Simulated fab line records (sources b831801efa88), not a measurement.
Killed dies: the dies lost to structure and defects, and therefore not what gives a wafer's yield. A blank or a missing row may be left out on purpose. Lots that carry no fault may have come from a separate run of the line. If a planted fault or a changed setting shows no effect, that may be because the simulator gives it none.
Which of the tools did it?    flow gf180mcu    6 lots with 18 wafers sampled at 3 steps, on a route of 602 steps

## WHAT EACH GAUGE READ, for each wafer
GF_CONTACT_RS_MEAS_25: a four-point-probe measurement.
lot   measured      on             CONTACT_W_RS (ohm/sq)
L955  day 16 16:25  film metro-04  0.378 0.382 0.383
L958  day 17 14:51  film metro-04  0.374 0.376 0.379
L960  day 18 09:11  film metro-01  0.385 0.382 0.388
L963  day 19 08:46  film metro-04  0.386 0.384 0.444
L974  day 23 08:40  film metro-01  0.381 0.379 0.386
L976  day 23 17:43  film metro-02  0.389 0.388 0.386

## WHICH TOOL RAN EACH LOT (tool, then ch and the chambers of the sampled wafers, then the start)
lot   GF_CONTACT_ETCH_17                             GF_CONTACT_CVD_24
L955  rie diel-01 ch 0,1,2, day 16 16:17 or earlier  cvd w-02 ch 0,1, day 16 16:17
L958  rie diel-04 ch 0,2,3, day 17 14:44 or earlier  cvd w-02 ch 0,1, day 17 14:44
L960  rie diel-01 ch 0,3, day 18 09:05 or earlier    cvd w-01 ch 0,1, day 18 09:05
L963  rie diel-01 ch 1,2,3, day 19 08:40 or earlier  cvd w-01 ch 0,1, day 19 08:40
L974  rie diel-03 ch 0,1, day 23 08:31 or earlier    cvd w-01 ch 1, day 23 08:31
L976  rie diel-03 ch 0,1,2, day 23 17:37 or earlier  cvd w-01 ch 0,1, day 23 17:37
- GF_CONTACT_ETCH_17: etches SiO2 in C4F8/O2/Ar, stops on CoSi2, target depth 860 nm.
- GF_CONTACT_CVD_24: deposits W, target thk 300 nm, time 90.339 s.

## THE ANSWER, worked out from the rows above alone
Rule: the lots themselves supply what counts as usual. Put in order of their means at a reading, lots are off if they are a third of the lots or fewer, leave a main group of 4 or more, and stand apart from it by a gap of 3 or more times the standard deviation of the main group's means; of several such gaps the widest counts. A main group whose means are all the same, to the digits that the tables above print for the reading, isn't used. Also off: a lot with no number at a reading for which 4 or more lots have one. All remaining lots with rows at the step are treated as sound.
Off: at GF_CONTACT_RS_MEAS_25 (CONTACT_W_RS), L963. The main group has a mean of 0.382 ohm/sq with a standard deviation of 0.0038.
If a tool, at a process step before that reading, ran all the lots that are off and no sound lot after the first of them, it fits. The gauges at GF_CONTACT_RS_MEAS_25 are tried like those tools. GF_CONTACT_ETCH_17 gives no start for some lots, so the hours and the order of its lots are those of GF_CONTACT_CVD_24. 2 tools fit, rie diel-01 at GF_CONTACT_ETCH_17 and film metro-04 at GF_CONTACT_RS_MEAS_25, so this cannot tell which one it is.

## WHAT WAS PUT IN BY THE SIMULATOR
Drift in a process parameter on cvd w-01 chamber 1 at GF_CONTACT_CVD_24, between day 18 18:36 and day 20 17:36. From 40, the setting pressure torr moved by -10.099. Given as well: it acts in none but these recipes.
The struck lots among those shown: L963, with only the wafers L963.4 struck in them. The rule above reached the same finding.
